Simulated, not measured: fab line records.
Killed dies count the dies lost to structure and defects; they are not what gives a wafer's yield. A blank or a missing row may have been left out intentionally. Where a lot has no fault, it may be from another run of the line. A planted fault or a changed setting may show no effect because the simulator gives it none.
fab line records | flow sky130
[record] lots = 13 wafers = 39 last_day = 50
route steps=708 shown CONTACT@424 METAL4@629 VIA4@641 PAD_OPEN@708
lots untouched by any fault: they come from a run of this same line in which no faults occurred
start_h: start of the lot's first displayed wafer, in hours after the record's first day | wait_h: hours from the lot's prior step to this one | " unchanged from the row above | L1.1+2: a single row standing in for several wafers | - no value, or no start given | * or withheld: withheld | < > ~ a bound
route shown NAME@n: a module of which the file shows steps, and the number in the route of the first | usual: mean/standard deviation taken from wafers without a fault | same: alike in all rows | chamber/n: place in a boat | sites: the reading at each site | _std_site: their standard deviation | _edge_site: mean of outer sites minus mean of inner sites | radius_mm: how far each site lies from the wafer's centre | mask NAME#n: copy n | behind: tool/chamber where the wafer was last shaped | hold: why the lot was held/for how many hours/how that ended | device: the n, p or np transistor that did not switch | end of line: the same wafers' tests at the end of the route | for a step that has no rows: nothing shown but its recipe | killed: count of dies lost to structure and defects at first sort (not the wafer's yield) | map: the dies of a wafer, with x for killed, . for not killed, _ for no die there
set.NAME: the run value of the setting; set.NAME@STEP: its run value at that earlier step | model.NAME: the simulator's own value behind a step, which no gauge read
a sample of lots followed through the steps of the route, with each step as a table and each wafer as a row
services: the hour from which a tool's chamber was out of use, counted from the record's first day as start_h (under 0 if before that day), plus the number of hours and why
[[steps]]
[step SKY_CONTACT_ETCH_18]
[recipe] target = Si3N4 chemistry = CHF3/O2 stop_on = TiN source_w = 600 bias_w = 200 pressure_mtorr = 40 chf3_flow_sccm = 50 O2_flow_sccm = 5 time_s = 39 target_depth_a = 750
[usual] chamber_pressure_mTorr = 40.00/0.044 drypump_motor_current_A = 5.6/0.52 oes_product_au = 0.851/0.0088 throttle_valve_pct = 8.794/0.0097
// columns lot.wafer tool chamber start_h wait_h chamber_pressure_mTorr drypump_motor_current_A oes_product_au rf_hours_counter_h throttle_valve_pct
L734.1 rie_diel-04 0 735 - 40.05 4.9 0.843 15 8.796
L734.3 " 1 " " 39.96 5.6 0.851 5 8.798
L734.4 " 3 " " 39.89 5.3 0.856 13 8.810
L735.1 rie_diel-03 2 737 - 39.95 5.8 0.835 11 8.802
L735.2 " 1 " " 39.99 5.2 0.851 10 8.790
L735.5 " 3 " " 40.05 6.2 0.855 - 8.787
L737.1 rie_diel-02 2 775 - 39.99 4.8 0.867 14 8.802
L737.2 " 1 " " 39.99 5.5 0.853 10 8.798
L737.5 " 3 " " 40.04 5.8 0.866 - 8.789
L743.3 rie_diel-02 0 836 - 40.00 6.6 0.828 11 8.797
L743.4 " 2 " " 39.98 4.8 0.853 16 8.798
L743.6 " 2 " " 40.01 4.8 0.858 - 8.801
L744.3 rie_diel-03 1 840 - 39.99 5.2 0.848 13 8.781
L744.5 " 1 " " 39.97 5.2 0.851 - 8.790
L744.6 " 0 " " 40.02 5.6 0.853 - 8.793
L746.2 rie_diel-04 2 840 - 40.01 6.4 0.849 16 8.785
L746.5 " 1 " " 40.01 5.6 0.867 - 8.794
L746.6 " 2 " " 40.02 6.4 0.853 - 8.801
L745.1 rie_diel-02 3 842 - 40.05 5.8 0.854 16 8.785
L745.2 " 0 " " 40.01 6.6 0.851 11 8.804
L745.3 " 1 " " 40.00 5.5 0.851 12 8.802
L747.1 rie_diel-04 2 842 - 40.00 6.4 0.845 16 8.768
L747.2 " 1 " " 39.95 5.6 0.842 9 8.785
L747.4 " 3 " " 40.03 5.3 0.857 16 8.808
L749.2 rie_diel-03 2 857 - 39.99 5.8 0.849 15 8.796
L749.4 " 1 " " 40.02 5.2 0.854 - 8.788
L749.6 " 0 " " 39.98 5.7 0.840 - 8.780
L751.2 rie_diel-04 2 863 - 39.99 6.4 0.842 17 8.784
L751.4 " 0 " " 40.03 4.8 0.846 19 8.784
L751.5 " 0 " " 40.02 4.8 0.839 - 8.776
L753.2 rie_diel-03 3 877 - 40.01 6.1 0.848 1 8.779
L753.4 " 0 " " 39.99 5.6 0.840 2 8.795
L753.5 " 3 " " 39.99 6.2 0.873 - 8.800
L755.1 rie_diel-03 3 921 - 40.02 6.2 0.853 2 8.792
L755.3 " 2 " " 40.02 5.8 0.852 17 8.820
L755.5 " 0 " " 39.96 5.6 0.865 - 8.790
L756.1 rie_diel-02 1 921 - 40.00 5.5 0.866 14 8.795
L756.3 " 0 " " 40.02 6.6 0.834 13 8.791
L756.4 " 3 " " 39.99 5.8 0.845 18 8.800
[step SKY_METAL4_CD_MEAS_13]
[recipe] target_cd_nm = 300
[usual] cd_nm = 300.1/1.5
// columns lot.wafer tool chamber start_h wait_h cd_nm
L734.1 cd_sem-02 - 979.31 - 301.0
L734.3 " - " " 300.3
L734.4 " - " " 298.9
L735.1 cd_sem-01 - 980.17 - 299.6
L735.2 " - " " 297.0
L735.5 " - " " 297.6
L737.1 cd_sem-01 - 1016.52 - 300.4
L737.2 " - " " 301.7
L737.5 " - " " 301.2
L743.3 cd_sem-02 - 1067.25 - 299.0
L743.4 " - " " 297.7
L743.6 " - " " 298.0
L744.3 cd_sem-02 - 1069.90 - 299.7
L744.5 " - " " 298.7
L744.6 " - " " 299.5
L746.2 cd_sem-01 - 1071.78 - 303.5
L746.5 " - " " 303.0
L746.6 " - " " 303.2
L745.1 cd_sem-02 - 1072.11 - 304.2
L745.2 " - " " 303.3
L745.3 " - " " 303.9
L747.1 cd_sem-01 - 1072.42 - 300.5
L747.2 " - " " 300.5
L747.4 " - " " 300.2
L749.2 cd_sem-01 - 1083.71 - 298.0
L749.4 " - " " 297.8
L749.6 " - " " 298.6
L751.2 cd_sem-02 - 1085.13 - 299.5
L751.4 " - " " 299.9
L751.5 " - " " 300.5
L753.2 cd_sem-02 - 1098.30 - 298.8
L753.4 " - " " 299.8
L753.5 " - " " 299.4
L755.1 cd_sem-02 - 1131.96 - 300.9
L755.3 " - " " 299.6
L755.5 " - " " 299.0
L756.1 cd_sem-01 - 1133.11 - 301.1
L756.3 " - " " 301.2
L756.4 " - " " 299.9
[step SKY_VIA4_CMP_02]
[recipe] material = SiO2 down_force_psi = 4 platen_rpm = 60 pad_velocity_m_s = 0.94248
[usual] motor_current_A = 11.5/0.73 retaining_ring_pressure_frac = 1.001/0.0052
// columns lot.wafer tool chamber start_h wait_h motor_current_A retaining_ring_pressure_frac
L734.4 cmp-01 3 980.78 0.0 11.5 0.992
L734.3 " 0 " " 11.7 0.998
L734.1 " 1 " " 12.3 1.004
L735.1 cmp-01 2 981.69 0.1 10.9 1.004
L735.2 " 3 " " 12.6 1.004
L735.5 " 2 " " 11.1 1.005
L737.1 cmp-02 2 1017.88 0.1 10.5 1.000
L737.2 " 0 " " 12.5 1.002
L737.5 " 1 " " 11.4 1.006
L743.4 cmp-02 3 1068.67 0.1 11.4 0.990
L743.3 " 0 " " 12.0 1.001
L743.6 " 1 " " 11.4 1.001
L744.3 cmp-01 2 1071.45 0.1 11.4 0.994
L744.6 " 0 " " 12.4 1.000
L744.5 " 1 " " 12.8 0.997
L746.2 cmp-02 3 1073.26 0.1 11.6 1.006
L746.6 " 2 " " 10.4 0.999
L746.5 " 3 " " 11.8 0.999
L745.1 cmp-02 2 1073.64 0.1 10.2 1.002
L745.3 " 3 " " 11.5 0.995
L745.2 " 1 " " 11.8 0.997
L747.2 cmp-01 2 1073.92 0.2 11.0 1.005
L747.4 " 3 " " 12.2 1.013
L747.1 " 1 " " 12.4 0.999
L749.2 cmp-02 2 1085.13 0.0 10.5 1.003
L749.4 " 0 " " 12.6 0.996
L749.6 " 3 " " 11.2 0.995
L751.4 cmp-02 2 1086.93 0.4 10.5 1.007
L751.2 " 0 " " 12.8 1.004
L751.5 " 3 " " 11.2 1.004
L753.2 cmp-02 3 1101.13 1.5 11.4 0.997
L753.4 " 0 " " 12.0 0.999
L753.5 " 3 " " 11.0 1.009
L755.1 cmp-01 3 1133.87 0.1 11.9 1.008
L755.3 " 0 " " 11.5 1.005
L755.5 " 3 " " 12.0 1.006
L756.4 cmp-02 0 1134.95 0.1 12.0 1.000
L756.3 " 1 " " 11.6 1.000
L756.1 " 2 " " 10.0 0.999
[step SKY_VIA4_CMP_21]
[recipe] stop_on = SiO2 t_overpolish_s = 25 down_force_psi = 3.5 platen_rpm = 60 target_thk_nm = 0 pad_velocity_m_s = 0.94248
[usual] motor_current_A = 10.6/0.67 overpolish_run_s = 24.999/0.0094 retaining_ring_pressure_frac = 1.000/0.0046 time_to_endpoint_s = 119/3.8
// columns lot.wafer tool chamber start_h wait_h motor_current_A overpolish_run_s retaining_ring_pressure_frac time_to_endpoint_s
L734.4 cmp-02 1 1005.65 0.0 10.2 24.991 0.998 122
L734.1 " 3 " " 10.4 25.004 0.998 114
L734.3 " 0 " " 11.3 24.990 1.000 117
L735.2 cmp-02 0 1006.46 0.0 11.3 24.985 0.997 114
L735.1 " 3 " " 10.6 24.998 1.007 115
L735.5 " 1 " " 10.4 25.003 1.004 119
L737.1 cmp-02 1 1041.10 0.1 10.7 24.997 1.004 127
L737.2 " 2 " " 9.5 25.011 0.995 126
L737.5 " 2 " " 9.7 24.998 1.001 124
L743.4 cmp-01 3 1090.48 0.0 11.1 24.992 0.989 120
L743.3 " 0 " " 10.7 24.993 1.001 119
L743.6 " 0 " " 10.7 24.975 1.006 119
L744.3 cmp-01 0 1094.40 0.0 10.8 24.995 0.993 121
L744.6 " 0 " " 10.6 25.005 1.000 123
L744.5 " 1 " " 12.4 25.019 0.998 124
L746.2 cmp-01 1 1095.72 0.3 11.1 24.993 1.008 127
L746.5 " 1 " " 11.3 24.995 1.001 126
L746.6 " 2 " " 10.8 25.007 1.008 116
L745.2 cmp-01 3 1096.02 0.5 11.2 25.008 1.005 122
L745.3 " 0 " " 10.2 25.000 0.996 124
L745.1 " 1 " " 11.6 24.996 1.004 121
L747.4 cmp-01 1 1096.32 0.5 11.1 24.999 1.000 124
L747.1 " 3 " " 11.0 24.988 1.002 123
L747.2 " 0 " " 10.1 24.997 0.999 120
L749.4 cmp-01 1 1106.45 0.1 12.0 24.984 0.997 121
L749.2 " 2 " " 10.5 24.998 1.006 118
L749.6 " 3 " " 11.0 25.000 1.008 124
L751.4 cmp-02 0 1108.20 0.1 11.3 25.014 1.004 121
L751.2 " 2 " " 9.8 24.995 1.005 123
L751.5 " 3 " " 10.5 24.991 1.004 124
L753.2 cmp-02 2 1121.78 0.2 9.3 24.994 0.997 120
L753.4 " 0 " " 10.9 25.000 0.996 116
L753.5 " 2 " " 10.0 25.006 1.000 121
L755.1 cmp-01 3 1153.71 0.1 10.7 24.999 0.995 123
L755.3 " 2 " " 9.7 25.004 1.004 117
L755.5 " 0 " " 10.3 24.998 0.995 119
L756.3 cmp-02 2 1154.82 0.0 9.5 25.017 0.996 117
L756.4 " 3 " " 11.0 24.994 0.990 115
L756.1 " 0 " " 11.0 25.022 1.001 116
[step SKY_PAD_OPEN_PROBE_99]
[usual] killed_at_M0_to_M3 = 43/7.3 killed_at_M4_up = 3.5/2.2 killed_at_contacts = 24/5.3 killed_at_front_end = 15/4.2 killed_at_other = 0.3/0.67 killed_dies = 86/9.8 killed_on_rim = 17/3.8 killed_open = 47/7.2 killed_short = 39/6.5
[same] gross_dies = 492 killed_at_back_side = 0
// columns lot.wafer tool chamber start_h wait_h killed_at_M0_to_M3 killed_at_M4_up killed_at_contacts killed_at_front_end killed_at_other killed_dies killed_on_rim killed_open killed_short
L735.1 prober-01 - 1077.17 0.1 44 4 17 19 2 86 26 45 39
L735.2 prober-01 - 1077.22 0.1 47 6 17 14 0 84 19 36 48
L735.5 prober-01 - 1077.37 0.2 46 7 30 21 0 104 19 53 51
L743.3 prober-02 - 1154.21 0.2 40 4 72 5 2 123 17 46 27
L743.4 prober-02 - 1154.26 0.2 35 12 63 7 2 119 21 40 29
L743.6 prober-02 - 1154.36 0.2 43 0 67 14 1 125 16 42 39
L745.1 prober-02 - 1160.11 0.1 28 1 77 19 2 127 21 41 36
L745.2 prober-02 - 1160.16 0.1 42 2 68 15 0 127 15 34 39
L745.3 prober-02 - 1160.21 0.2 39 2 42 18 1 102 25 50 30
L747.1 prober-02 - 1160.41 0.4 37 2 28 14 1 82 11 45 37
L747.2 prober-02 - 1160.46 0.4 30 1 25 12 0 68 14 39 29
L747.4 prober-02 - 1160.56 0.5 34 3 24 17 0 78 17 41 36
// killed by level:class
L735.1 VIA1:geometric_particle:open=9 METAL1:geometric_particle:short=7 POLY_GATE:geometric_particle:short=6 LI_CONTACT:geometric_particle:open=6 VIA2:geometric_particle:open=6 VIA2:geometric_particle:short=6 FIELD_ISO:geometric_particle:short=5 FIELD_ISO:geometric_particle:open=5
L735.2 METAL2:geometric_particle:short=8 LI_CONTACT:geometric_particle:open=6 METAL1:geometric_particle:short=6 VIA1:geometric_particle:short=6 VIA2:geometric_particle:open=6 VIA1:geometric_particle:open=5 METAL4:geometric_particle:short=4 LOCAL_INTERCONNECT:geometric_particle:short=4
L735.5 CONTACT:geometric_particle:open=10 VIA3:geometric_particle:open=10 VIA1:geometric_particle:open=8 LI_CONTACT:geometric_particle:open=7 FIELD_ISO:geometric_particle:short=6 METAL4:geometric_particle:short=6 POLY_GATE:geometric_particle:open=5 CONTACT:geometric_particle:short=5
L743.3 CONTACT:unspecified=50 VIA1:geometric_particle:open=14 CONTACT:geometric_particle:open=10 VIA2:geometric_particle:open=6 METAL1:geometric_particle:short=5 LI_CONTACT:geometric_particle:open=4 VIA3:geometric_particle:open=4 METAL2:geometric_particle:short=4
L743.4 CONTACT:unspecified=47 VIA1:geometric_particle:open=12 LI_CONTACT:geometric_particle:open=5 CONTACT:geometric_particle:open=5 METAL1:geometric_particle:short=4 METAL2:geometric_particle:short=4 CONTACT:geometric_particle:short=3 VIA2:geometric_particle:open=3
L743.6 CONTACT:unspecified=42 CONTACT:geometric_particle:open=10 METAL3:geometric_particle:short=9 VIA1:geometric_particle:open=9 VIA2:geometric_particle:open=7 CONTACT:geometric_particle:short=6 VIA1:geometric_particle:short=5 VIA2:geometric_particle:short=5
L745.1 CONTACT:unspecified=50 CONTACT:geometric_particle:open=11 POLY_GATE:geometric_particle:open=7 VIA1:geometric_particle:open=7 CONTACT:geometric_particle:short=5 FIELD_ISO:geometric_particle:short=4 POLY_GATE:geometric_particle:short=4 VIA1:geometric_particle:short=4
L745.2 CONTACT:unspecified=53 METAL2:geometric_particle:short=10 VIA1:geometric_particle:open=7 VIA3:geometric_particle:open=6 METAL1:geometric_particle:short=6 FIELD_ISO:geometric_particle:open=5 VIA3:geometric_particle:short=5 LI_CONTACT:geometric_particle:short=4
L745.3 CONTACT:unspecified=22 LI_CONTACT:geometric_particle:open=9 VIA2:geometric_particle:open=9 FIELD_ISO:geometric_particle:open=7 CONTACT:geometric_particle:open=6 METAL2:geometric_particle:short=6 VIA3:geometric_particle:open=5 METAL1:geometric_particle:short=5
L747.1 VIA1:geometric_particle:open=11 CONTACT:geometric_particle:open=9 CONTACT:geometric_particle:short=8 METAL2:geometric_particle:short=7 FIELD_ISO:geometric_particle:open=5 POLY_GATE:geometric_particle:open=4 LOCAL_INTERCONNECT:geometric_particle:short=4 VIA2:geometric_particle:open=4
L747.2 CONTACT:geometric_particle:open=10 VIA1:geometric_particle:open=10 VIA2:geometric_particle:open=10 FIELD_ISO:geometric_particle:short=4 LI_CONTACT:geometric_particle:open=4 LI_CONTACT:geometric_particle:short=4 LOCAL_INTERCONNECT:geometric_particle:short=4 CONTACT:geometric_particle:short=3
L747.4 LI_CONTACT:geometric_particle:open=8 VIA3:geometric_particle:open=7 CONTACT:geometric_particle:open=7 FIELD_ISO:geometric_particle:open=6 VIA1:geometric_particle:open=6 CONTACT:geometric_particle:short=5 VIA2:geometric_particle:short=5 LOCAL_INTERCONNECT:geometric_particle:short=4
[[services]]
// columns tool chamber start_h hours kind
cmp-01 - 728.16 4.3 pm
cmp-01 - 744.06 4.0 pm
cmp-01 - 778.52 1.0 repair
cmp-01 - 784.29 2.1 repair
cmp-01 - 803.91 3.7 repair
cmp-02 - 805.37 0.3 repair
cmp-01 - 825.16 14.5 repair
cmp-01 - 825.52 4.3 repair
cmp-01 - 867.25 2.5 repair
cmp-02 - 879.76 5.4 pm
cmp-02 - 893.88 2.5 repair
cmp-02 - 906.78 0.3 repair
cmp-02 - 912.17 4.0 pm
cmp-01 - 919.87 3.5 pm
cmp-01 - 931.72 4.6 repair
cmp-02 - 950.31 4.1 repair
cmp-02 - 996.56 0.8 repair
cmp-02 - 1018.82 0.3 repair
cmp-01 - 1084.08 4.0 pm
cmp-02 - 1095.14 2.9 repair
cmp-01 - 1098.12 4.1 pm
cmp-02 - 1117.37 1.2 repair
cmp-02 - 1117.78 1.3 repair
cmp-02 - 1142.07 4.1 repair
[[key]]
[first_sign] step = SKY_PAD_OPEN_PROBE_99 reading = killed_at_contacts direction = up sigmas = 7.6 usual = 24 struck = 65
[effect] step = SKY_PAD_OPEN_PROBE_99 reading = killed_dies direction = up sigmas = 3.5 usual = 86 struck = 120 wafers_moved = 5
met_at SKY_CONTACT_ETCH_18
struck_lots L743,L745
tester_left_out L743,L745
not_acting_at SKY_METAL4_CD_MEAS_13,SKY_VIA4_CMP_02,SKY_VIA4_CMP_21
onset_between 775 836
[fault] kind = chamber_particle_source tool = rie_diel-02 chamber = - onset_h = 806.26 steps = SKY_CONTACT_ETCH_18 rate_per_visit_cm2 = 0.57988 end_h = 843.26
// tester_left_out: of these lots the tester's yield and bins aren't shown, on N5 and GAA mostly nor the transistor test; their killed dies are dies lost to structure and defects alone, not to doping, threshold or leakage, so they don't give the yield
